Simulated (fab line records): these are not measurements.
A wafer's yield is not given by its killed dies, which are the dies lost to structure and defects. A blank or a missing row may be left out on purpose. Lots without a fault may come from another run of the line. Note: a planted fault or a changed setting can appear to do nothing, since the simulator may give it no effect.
fab line records	flow gf180mcu	part 1 of 2: steps 1 to 26 of 36
record lots=5	wafers=15	lastDay=33
route steps=602 shown M4@458 V4@476
lots that met no fault: from a run of the same line without faults
startH: the number of hours between the record's first day and the start of the first shown wafer of the lot	waitH: hours elapsed since this lot's preceding step	" unchanged from the row above	L1.1+2: a row that stands for several wafers	- value missing, or start not given	* or withheld: withheld	< > ~ a bound
route shown NAME@n: NAME is a module with steps in the file, n the number in the route of the first one	usual: mean/standard deviation taken from wafers without a fault	same: alike in all rows	chamber/n: place in a boat	sites: the reading at each site	_std_site: the standard deviation of these	_edge_site: outer sites' mean less inner sites'	radiusMm: how far each site lies from the wafer's centre	mask NAME#n: copy n	behind: tool/chamber where the wafer was last shaped	hold: the reason the lot was held/the length of the hold in hours/how it ended	device: whichever transistor did not switch (one of n, p or np)	end of line: the tests these same wafers got at the end of their route	where a step has no rows: the recipe by itself	killed: the dies lost at the first sort to structure and to defects; this is not the yield of the wafer	map: a wafer's dies, x killed, . not, _ none there
set.NAME: the setting the step ran with; set.NAME@STEP: the setting that earlier step ran with	model.NAME: the simulator's own value behind a step, which no gauge read
lots at selected steps of the route; one table per step, one row per wafer
services: when a tool's chamber went out of use (startH, in hours from the record's first day, below 0 if earlier), for how many hours, and the reason
## steps
# step GF_M4_SPUTTER_02
# recipe material=AlCu	targetThkNm=450	powerW=10600	timeS=23.9	chamberPressurePa=0.4
# usual throttleValvePct=29.9/1.1
lot.wafer	tool	chamber	startH	waitH	throttleValvePct
L085.1	pvdSputter-03	-	611.83	0.0	32.0
L085.2	"	-	"	"	30.2
L085.4	"	-	"	"	28.8
L087.1	pvdSputter-02	-	625.27	0.0	30.1
L087.5	"	-	"	"	29.9
L087.6	"	-	"	"	28.0
L088.3	pvdSputter-02	-	634.22	0.0	30.2
L088.4	"	-	"	"	29.7
L088.6	"	-	"	"	28.1
L089.3	pvdSputter-02	-	637.62	0.0	30.1
L089.4	"	-	"	"	29.4
L089.6	"	-	"	"	28.1
L092.1	pvdSputter-04	-	655.89	0.0	30.1
L092.3	"	-	"	"	30.5
L092.5	"	-	"	"	30.5
# step GF_M4_SPUTTER_03
# recipe material=Ti	targetThkNm=10	substrateTempC=300	chamberPressurePa=0.3	powerW=3000	timeS=6.7
# usual throttleValvePct=29.9/1.1
lot.wafer	tool	chamber	startH	waitH	throttleValvePct
L085.1	pvdSputter-03	-	611.86	0.0	32.1
L085.2	"	-	"	"	30.1
L085.4	"	-	"	"	28.6
L087.1	pvdSputter-02	-	625.30	0.0	30.2
L087.5	"	-	"	"	30.1
L087.6	"	-	"	"	28.1
L088.3	pvdSputter-02	-	634.25	0.0	30.3
L088.4	"	-	"	"	29.6
L088.6	"	-	"	"	27.9
L089.3	pvdSputter-02	-	637.65	0.0	29.8
L089.4	"	-	"	"	29.1
L089.6	"	-	"	"	27.9
L092.1	pvdSputter-04	-	655.92	0.0	30.0
L092.3	"	-	"	"	30.6
L092.5	"	-	"	"	30.2
# step GF_M4_SPUTTER_04
# recipe material=TiN	targetThkNm=50	powerW=6500	timeS=41.7	chamberPressurePa=0.3818
# usual throttleValvePct=29.9/1.1
lot.wafer	tool	chamber	startH	waitH	throttleValvePct
L085.1	pvdSputter-03	-	611.88	0.0	32.2
L085.2	"	-	"	"	30.3
L085.4	"	-	"	"	28.9
L087.1	pvdSputter-02	-	625.32	0.0	30.1
L087.5	"	-	"	"	29.8
L087.6	"	-	"	"	28.0
L088.3	pvdSputter-02	-	634.27	0.0	30.1
L088.4	"	-	"	"	29.8
L088.6	"	-	"	"	28.1
L089.3	pvdSputter-02	-	637.67	0.0	29.8
L089.4	"	-	"	"	29.2
L089.6	"	-	"	"	28.0
L092.1	pvdSputter-04	-	655.94	0.0	30.2
L092.3	"	-	"	"	30.5
L092.5	"	-	"	"	29.9
# step GF_M4_RS_MEAS_05
# recipe thkMeasGauge=four-point-probe	reads=TiN_of_M4_SPUTTER_04+Ti_of_M4_SPUTTER_03+AlCu_of_M4_SPUTTER_02+TiN_of_M4_SPUTTER_01+Ti_of_M4_SPUTTER_00
# usual M4_ALCU_RS=0.0700/0.00077
lot.wafer	tool	chamber	startH	waitH	M4_ALCU_RS[ohm/sq]
L085.1	filmMetro-02	-	611.92	0.0	0.0689
L085.2	"	-	"	"	0.0696
L085.4	"	-	"	"	0.0687
L087.1	filmMetro-04	-	625.36	0.0	0.0706
L087.5	"	-	"	"	0.0696
L087.6	"	-	"	"	0.0686
L088.3	filmMetro-04	-	634.35	0.1	0.0699
L088.4	"	-	"	"	0.0694
L088.6	"	-	"	"	0.0690
L089.3	filmMetro-04	-	637.75	0.1	0.0699
L089.4	"	-	"	"	0.0705
L089.6	"	-	"	"	0.0695
L092.1	filmMetro-02	-	655.98	0.0	0.0705
L092.3	"	-	"	"	0.0703
L092.5	"	-	"	"	0.0700
# step GF_M4_THK_MEAS_06
# recipe thkMeasGauge=xrf	reads=AlCu_of_M4_SPUTTER_02
# usual M4_ALCU_THK=454/5
lot.wafer	tool	chamber	startH	waitH	M4_ALCU_THK[nm]
L085.1	filmMetro-02	-	612.04	0.1	458
L085.2	"	-	"	"	457
L085.4	"	-	"	"	463
L087.1	filmMetro-04	-	625.48	0.1	451
L087.5	"	-	"	"	458
L087.6	"	-	"	"	463
L088.3	filmMetro-04	-	634.45	0.1	454
L088.4	"	-	"	"	459
L088.6	"	-	"	"	461
L089.3	filmMetro-04	-	637.85	0.1	453
L089.4	"	-	"	"	455
L089.6	"	-	"	"	459
L092.1	filmMetro-02	-	656.10	0.1	454
L092.3	"	-	"	"	453
L092.5	"	-	"	"	456
# step GF_M4_DEHYDRATE_07
# recipe tempC=200	timeS=60
# usual exhaustPa=45.1/0.93
lot.wafer	tool	chamber	startH	waitH	exhaustPa
L085.1	lithoTrack-01	0	621.90	9.9	44.9
L085.2	"	0	"	"	43.9
L085.4	"	0	"	"	45.1
L087.1	lithoTrack-03	0	634.68	9.2	43.0
L087.5	"	0	"	"	44.5
L087.6	"	0	"	"	44.8
L088.3	lithoTrack-01	0	644.10	9.6	46.7
L088.4	"	0	"	"	45.1
L088.6	"	0	"	"	45.0
L089.3	lithoTrack-03	0	647.77	9.9	45.4
L089.4	"	0	"	"	45.2
L089.6	"	0	"	"	45.5
L092.1	lithoTrack-01	0	665.25	9.1	44.9
L092.3	"	0	"	"	44.7
L092.5	"	0	"	"	43.4
# step GF_M4_HMDS_08
# recipe primeTimeS=60	primeTempC=120
# usual exhaustPa=44.9/0.9
lot.wafer	tool	chamber	startH	waitH	exhaustPa
L085.1	lithoTrack-01	0	622.05	0.1	44.6
L085.2	"	0	"	"	44.8
L085.4	"	0	"	"	44.6
L087.1	lithoTrack-03	0	634.83	0.1	44.4
L087.5	"	0	"	"	45.9
L087.6	"	0	"	"	45.7
L088.3	lithoTrack-01	0	644.25	0.1	43.5
L088.4	"	0	"	"	44.7
L088.6	"	0	"	"	45.5
L089.3	lithoTrack-03	0	647.92	0.1	44.7
L089.4	"	0	"	"	45.3
L089.6	"	0	"	"	44.8
L092.1	lithoTrack-01	0	665.40	0.1	45.8
L092.3	"	0	"	"	44.5
L092.5	"	0	"	"	43.7
# step GF_M4_COAT_09
# recipe resist=KrF	spinRpm=withheld	resistThkNm=1000
# usual exhaustPa=45.0/0.83
lot.wafer	tool	chamber	startH	waitH	exhaustPa
L085.1	lithoTrack-01	0	622.20	0.1	43.5
L085.2	"	0	"	"	44.8
L085.4	"	0	"	"	44.4
L087.1	lithoTrack-03	0	634.98	0.1	45.6
L087.5	"	0	"	"	46.1
L087.6	"	0	"	"	46.2
L088.3	lithoTrack-01	0	644.40	0.1	45.3
L088.4	"	0	"	"	44.1
L088.6	"	0	"	"	44.8
L089.3	lithoTrack-03	0	648.07	0.1	46.3
L089.4	"	0	"	"	45.2
L089.6	"	0	"	"	46.6
L092.1	lithoTrack-01	0	665.55	0.1	45.4
L092.3	"	0	"	"	45.3
L092.5	"	0	"	"	46.2
# step GF_M4_SOFTBAKE_10
# recipe tempC=130	timeS=60	resist=KrF
# usual exhaustPa=44.9/0.91
lot.wafer	tool	chamber	startH	waitH	exhaustPa
L085.1	lithoTrack-01	0	622.35	0.1	45.8
L085.2	"	0	"	"	45.4
L085.4	"	0	"	"	45.1
L087.1	lithoTrack-03	0	635.13	0.1	45.7
L087.5	"	0	"	"	46.0
L087.6	"	0	"	"	44.9
L088.3	lithoTrack-01	0	644.55	0.1	44.9
L088.4	"	0	"	"	43.6
L088.6	"	0	"	"	43.9
L089.3	lithoTrack-03	0	648.22	0.1	43.2
L089.4	"	0	"	"	44.5
L089.6	"	0	"	"	44.9
L092.1	lithoTrack-01	0	665.70	0.1	44.8
L092.3	"	0	"	"	44.5
L092.5	"	0	"	"	45.7
# step GF_M4_EXPOSE_11
# recipe maskId=Metal4	targetCdNm=280	na=0.68	sourceShape=conventional	sigmaOuter=0.6	doseMj=28
lot.wafer	tool	chamber	startH	waitH	mask
L085.1+2+4	krfScanner-02	0	-	-	Metal4#0
L087.1+5+6	krfScanner-02	0	-	-	Metal4#0
L088.3+4+6	krfScanner-02	0	-	-	Metal4#0
L089.3+4+6	krfScanner-01	0	-	-	Metal4#0
L092.1+3+5	krfScanner-02	0	-	-	Metal4#0
# step GF_M4_PEB_12
# recipe pebTempC=135	pebTimeS=90	resist=KrF
# usual exhaustPa=45.0/0.91
# same pebTimeS=90
lot.wafer	tool	chamber	startH	waitH	exhaustPa
L085.1	lithoTrack-01	0	-	-	43.5
L085.2	"	0	"	"	44.3
L085.4	"	0	"	"	45.3
L087.1	lithoTrack-01	0	-	-	44.9
L087.5	"	0	"	"	44.5
L087.6	"	0	"	"	45.4
L088.3	lithoTrack-01	0	-	-	45.0
L088.4	"	0	"	"	44.8
L088.6	"	0	"	"	44.7
L089.3	lithoTrack-03	0	-	-	46.1
L089.4	"	0	"	"	45.9
L089.6	"	0	"	"	47.2
L092.1	lithoTrack-02	0	-	-	44.6
L092.3	"	0	"	"	44.9
L092.5	"	0	"	"	45.0
# step GF_M4_DEVELOP_13
# recipe developTimeS=60	devTempC=21
# usual developerTempC=21.02/0.097	exhaustPa=45.0/0.78
lot.wafer	tool	chamber	startH	waitH	developerTempC	exhaustPa
L085.1	lithoTrack-01	0	632.05	0.2	20.99	45.6
L085.2	"	0	"	"	20.96	44.9
L085.4	"	0	"	"	21.06	45.9
L087.1	lithoTrack-01	0	645.45	0.2	21.03	45.1
L087.5	"	0	"	"	21.06	45.9
L087.6	"	0	"	"	21.02	45.1
L088.3	lithoTrack-01	0	653.80	0.1	21.16	44.4
L088.4	"	0	"	"	21.08	45.2
L088.6	"	0	"	"	21.17	44.2
L089.3	lithoTrack-03	0	657.82	0.1	21.04	45.5
L089.4	"	0	"	"	20.90	44.6
L089.6	"	0	"	"	20.99	44.1
L092.1	lithoTrack-02	0	675.45	0.2	20.96	44.7
L092.3	"	0	"	"	20.91	45.0
L092.5	"	0	"	"	20.98	45.3
# step GF_M4_CD_MEAS_14
# recipe targetCdNm=280
# usual cdNm=280.6/1.3
lot.wafer	tool	chamber	startH	waitH	cdNm
L085.1	cdSem-02	-	632.20	0.1	281.4
L085.2	"	-	"	"	282.1
L085.4	"	-	"	"	281.4
L087.1	cdSem-02	-	645.60	0.1	280.5
L087.5	"	-	"	"	280.3
L087.6	"	-	"	"	280.0
L088.3	cdSem-02	-	653.94	0.1	280.0
L088.4	"	-	"	"	279.7
L088.6	"	-	"	"	281.8
L089.3	cdSem-02	-	657.96	0.1	282.0
L089.4	"	-	"	"	282.2
L089.6	"	-	"	"	280.7
L092.1	cdSem-02	-	675.60	0.1	279.0
L092.3	"	-	"	"	280.6
L092.5	"	-	"	"	281.0
# step GF_M4_OVL_MEAS_15
# usual M4_OVL=-4/6.4
lot.wafer	tool	chamber	startH	waitH	M4_OVL[nm]
L085.1	overlay-02	-	632.32	0.1	-2
L085.2	"	-	"	"	2
L085.4	"	-	"	"	-5
L087.1	overlay-01	-	645.72	0.1	-8
L087.5	"	-	"	"	-18
L087.6	"	-	"	"	-11
L088.3	overlay-02	-	654.03	0.1	-7
L088.4	"	-	"	"	-4
L088.6	"	-	"	"	-15
L089.3	overlay-01	-	658.06	0.1	-4
L089.4	"	-	"	"	0
L089.6	"	-	"	"	-6
L092.1	overlay-02	-	675.72	0.1	1
L092.3	"	-	"	"	-5
L092.5	"	-	"	"	-7
# step GF_M4_METAL_ETCH_16
# recipe chemistry=Cl2/BCl3	maskMaterial=KrF	targetDepthNm=627.5	stopOn=SiO2	pressureMtorr=8	icpW=800	biasW=140	Cl2_flow_sccm=80	bcl3FlowSccm=40	timeS=104.6
# usual drypumpMotorCurrentA=5.7/0.51	oesProductAu=0.971/0.0058	throttleValvePct=28.253/0.01
lot.wafer	tool	chamber	startH	waitH	drypumpMotorCurrentA	oesProductAu	rfHoursCounterH	throttleValvePct
L085.1	rieMetal-02	1	632.35	0.0	5.7	0.971	3	28.249
L085.2	"	0	"	"	5.3	0.973	1	28.237
L085.4	"	0	"	"	5.3	0.963	-	28.276
L087.1	rieMetal-04	1	645.75	0.0	5.2	0.968	7	28.250
L087.5	"	0	"	"	6.6	0.966	-	28.246
L087.6	"	1	"	"	5.2	0.969	-	28.238
L088.3	rieMetal-03	0	654.09	0.1	5.7	0.973	-	28.256
L088.4	"	1	"	"	5.6	0.981	-	28.258
L088.6	"	1	"	"	5.7	0.976	-	28.233
L089.3	rieMetal-04	1	658.12	0.1	5.2	0.975	-	28.257
L089.4	"	0	"	"	6.7	0.964	-	28.270
L089.6	"	1	"	"	5.2	0.962	-	28.249
L092.1	rieMetal-04	0	675.76	0.0	6.7	0.982	3	28.244
L092.3	"	0	"	"	6.7	0.968	-	28.258
L092.5	"	1	"	"	5.2	0.967	-	28.244
# step GF_M4_STRIP_17
# recipe chemistry=O2/N2	powerW=1400	pressureMtorr=1500	platenTempC=250	o2FlowSccm=3000	n2FlowSccm=300	overashFraction=0.5
# usual drypumpMotorCurrentA=6.0/0.5	heaterPowerW=330/41	oesProductAu=0.557/0.0049	stripTimeToEndpointS=7.85/0.045
lot.wafer	tool	chamber	startH	waitH	drypumpMotorCurrentA	heaterPowerW	oesProductAu	rfHoursCounterH	stripTimeToEndpointS
L085.1	plasmaAsher-03	0	632.47	0.1	5.8	352	0.559	22	7.83
L085.2	"	1	"	"	5.7	270	0.562	22	7.88
L085.4	"	1	"	"	5.7	268	0.562	-	7.91
L087.1	plasmaAsher-04	0	645.87	0.1	5.4	272	0.557	57	7.81
L087.5	"	0	"	"	5.4	265	0.551	-	7.79
L087.6	"	1	"	"	5.6	346	0.553	-	7.81
L088.3	plasmaAsher-02	1	654.20	0.1	6.5	364	0.555	-	7.91
L088.4	"	0	"	"	6.8	350	0.557	-	7.87
L088.6	"	1	"	"	6.5	353	0.552	-	7.83
L089.3	plasmaAsher-02	0	658.23	0.1	6.8	351	0.563	-	7.91
L089.4	"	1	"	"	6.5	356	0.566	-	7.84
L089.6	"	1	"	"	6.5	365	0.554	-	7.87
L092.1	plasmaAsher-03	0	675.87	0.1	5.8	358	0.558	24	7.81
L092.3	"	1	"	"	5.7	273	0.547	-	7.75
L092.5	"	0	"	"	5.8	362	0.554	-	7.89
# step GF_M4_STRIP_18
# recipe chemistry=postEtchResidueRemover	timeS=1200	tempC=72.5
# usual bathGuardTempC=72.7/0.62	tempC=72.51/0.13
lot.wafer	tool	chamber	startH	waitH	bathGuardTempC	tempC
L085.1	wetBench-03	2	632.57	0.1	72.3	72.50
L085.2	"	2	"	"	72.5	72.44
L085.4	"	2	"	"	72.5	72.44
L087.1	wetBench-03	3	645.97	0.1	71.6	72.31
L087.5	"	3	"	"	71.8	72.36
L087.6	"	3	"	"	72.1	72.54
L088.3	wetBench-04	2	654.27	0.0	74.0	72.63
L088.4	"	2	"	"	73.8	72.72
L088.6	"	2	"	"	73.5	72.61
L089.3	wetBench-01	3	658.29	0.0	73.2	72.63
L089.4	"	3	"	"	72.4	72.51
L089.6	"	3	"	"	72.8	72.52
L092.1	wetBench-03	3	675.97	0.1	72.0	72.35
L092.3	"	3	"	"	71.7	72.54
L092.5	"	3	"	"	72.0	72.44
# step GF_M4_CLEAN_19
# recipe chemistry=DIW	dry=n2Spin
lot.wafer	tool	chamber	startH	waitH
L085.1+2+4	wetBench-04	2	632.91	0.0
L087.1+5+6	wetBench-01	1	646.31	0.0
L088.3+4+6	wetBench-03	3	654.64	0.0
L089.3+4+6	wetBench-03	1	658.63	0.0
L092.1+3+5	wetBench-01	1	676.34	0.0
# step GF_V4_CVD_00
# recipe material=SiO2	targetThkNm=600	sigmaOpenFrac=0.3	tempC=400	timeS=100	sih4FlowSccm=60	pressureMtorr=6
lot.wafer	tool	chamber	startH	waitH
L085.1+2+4	hdpcvd-01	2,0,2	633.00	0.0
L087.1+5+6	hdpcvd-02	1,1,2	646.40	0.0
L088.3+4+6	hdpcvd-01	2,2,0	654.73	0.0
L089.3+4+6	hdpcvd-02	2,1,2	658.73	0.0
L092.1+3+5	hdpcvd-02	2,1,0	676.44	0.0
# step GF_V4_THK_MEAS_01
# recipe reads=SiO2_of_V4_CVD_00
# usual V4_CVD_00_THK=597/7.5
lot.wafer	tool	chamber	startH	waitH	V4_CVD_00_THK[nm]
L085.1	filmMetro-01	-	633.07	0.0	592
L085.2	"	-	"	"	590
L085.4	"	-	"	"	588
L087.1	filmMetro-04	-	646.47	0.0	595
L087.5	"	-	"	"	587
L087.6	"	-	"	"	594
L088.3	filmMetro-02	-	654.82	0.1	603
L088.4	"	-	"	"	603
L088.6	"	-	"	"	604
L089.3	filmMetro-01	-	658.82	0.1	593
L089.4	"	-	"	"	591
L089.6	"	-	"	"	597
L092.1	filmMetro-02	-	676.51	0.0	603
L092.3	"	-	"	"	595
L092.5	"	-	"	"	609
# step GF_V4_CVD_02
# recipe material=SiO2	targetThkNm=850	precursor=TEOS	tempC=400	timeS=94.851	rfW=600
# usual heaterPowerW=702/100
lot.wafer	tool	chamber	startH	waitH	heaterPowerW
L085.1	pecvd-04	2	633.13	0.1	681
L085.2	"	1	"	"	538
L085.4	"	0	"	"	762
L087.1	pecvd-03	0	646.53	0.1	708
L087.5	"	2	"	"	893
L087.6	"	1	"	"	705
L088.3	pecvd-02	1	654.86	0.0	785
L088.4	"	2	"	"	668
L088.6	"	1	"	"	845
L089.3	pecvd-04	1	658.86	0.0	476
L089.4	"	2	"	"	746
L089.6	"	1	"	"	532
L092.1	pecvd-04	2	676.57	0.1	742
L092.3	"	0	"	"	814
L092.5	"	1	"	"	563
# step GF_V4_THK_MEAS_03
# recipe reads=SiO2_of_V4_CVD_02
# usual V4_CVD_02_THK=848/11
lot.wafer	tool	chamber	startH	waitH	V4_CVD_02_THK[nm]
L085.1	filmMetro-04	-	633.20	0.0	834
L085.2	"	-	"	"	849
L085.4	"	-	"	"	858
L087.1	filmMetro-01	-	646.60	0.0	841
L087.5	"	-	"	"	853
L087.6	"	-	"	"	838
L088.3	filmMetro-04	-	654.95	0.1	847
L088.4	"	-	"	"	850
L088.6	"	-	"	"	861
L089.3	filmMetro-01	-	658.95	0.1	836
L089.4	"	-	"	"	841
L089.6	"	-	"	"	857
L092.1	filmMetro-01	-	676.64	0.0	852
L092.3	"	-	"	"	851
L092.5	"	-	"	"	861
# step GF_V4_CMP_04
# recipe material=SiO2	downForcePsi=4	platenRpm=60	padVelocityMS=0.94248
# usual edgeZonePressureFrac=1.000/0.0049	headPressurePsi=3.998/0.0091	motorCurrentA=12.0/1	timeToEndpointS=82/5.7
lot.wafer	tool	chamber	startH	waitH	edgeZonePressureFrac	headPressurePsi	motorCurrentA	timeToEndpointS
L085.4	cmp-02	0	633.26	0.0	0.999	3.987	13.3	87
L085.1	"	2	"	"	1.000	4.006	11.9	79
L085.2	"	3	"	"	0.996	4.003	13.4	88
L087.1	cmp-02	1	646.81	0.2	1.000	3.989	13.4	82
L087.6	"	2	"	"	1.001	3.993	11.9	84
L087.5	"	3	"	"	1.009	3.995	13.4	88
L088.4	cmp-01	2	655.09	0.1	0.999	3.997	10.0	83
L088.3	"	3	"	"	0.998	4.001	10.9	81
L088.6	"	2	"	"	1.002	3.993	9.7	89
L089.4	cmp-02	1	658.99	0.0	1.007	3.995	13.3	77
L089.3	"	3	"	"	0.992	4.006	12.8	79
L089.6	"	1	"	"	1.003	3.998	13.2	81
L092.3	cmp-02	3	676.80	0.1	0.995	4.004	13.2	86
L092.1	"	0	"	"	1.002	3.998	12.6	88
L092.5	"	2	"	"	1.009	4.018	11.8	91
# step GF_V4_BOW_MEAS_05
# recipe mode=bow
# usual V4_BOW=137/9.2
lot.wafer	tool	chamber	startH	waitH	V4_BOW[um]
L085.1	filmMetro-01	-	633.56	0.1	133
L085.2	"	-	"	"	129
L085.4	"	-	"	"	121
L087.1	filmMetro-04	-	646.96	0.1	129
L087.5	"	-	"	"	142
L087.6	"	-	"	"	136
L088.3	filmMetro-02	-	655.43	0.2	134
L088.4	"	-	"	"	149
L088.6	"	-	"	"	138
L089.3	filmMetro-04	-	659.33	0.2	128
L089.4	"	-	"	"	130
L089.6	"	-	"	"	140
L092.1	filmMetro-02	-	677.00	0.1	142
L092.3	"	-	"	"	142
L092.5	"	-	"	"	142
# step GF_V4_DEHYDRATE_06
# recipe tempC=200	timeS=60
# usual exhaustPa=45.0/0.84
lot.wafer	tool	chamber	startH	waitH	exhaustPa
L085.1	lithoTrack-03	0	643.07	9.5	45.2
L085.2	"	0	"	"	43.3
L085.4	"	0	"	"	45.1
L087.1	lithoTrack-03	0	655.92	8.9	45.0
L087.5	"	0	"	"	44.7
L087.6	"	0	"	"	44.5
L088.3	lithoTrack-04	0	664.66	9.2	44.8
L088.4	"	0	"	"	43.7
L088.6	"	0	"	"	44.6
L089.3	lithoTrack-03	0	668.57	9.2	45.8
L089.4	"	0	"	"	45.4
L089.6	"	0	"	"	45.6
L092.1	lithoTrack-03	0	686.07	9.1	45.1
L092.3	"	0	"	"	44.7
L092.5	"	0	"	"	44.5
# step GF_V4_HMDS_07
# recipe primeTimeS=60	primeTempC=120
# usual exhaustPa=45.0/0.83
lot.wafer	tool	chamber	startH	waitH	exhaustPa
L085.1	lithoTrack-03	0	643.22	0.1	44.6
L085.2	"	0	"	"	44.4
L085.4	"	0	"	"	44.4
L087.1	lithoTrack-03	0	656.07	0.1	44.1
L087.5	"	0	"	"	45.2
L087.6	"	0	"	"	43.6
L088.3	lithoTrack-04	0	664.81	0.1	45.9
L088.4	"	0	"	"	45.0
L088.6	"	0	"	"	45.1
L089.3	lithoTrack-03	0	668.72	0.1	44.9
L089.4	"	0	"	"	44.7
L089.6	"	0	"	"	46.9
L092.1	lithoTrack-03	0	686.22	0.1	44.6
L092.3	"	0	"	"	44.0
L092.5	"	0	"	"	46.3
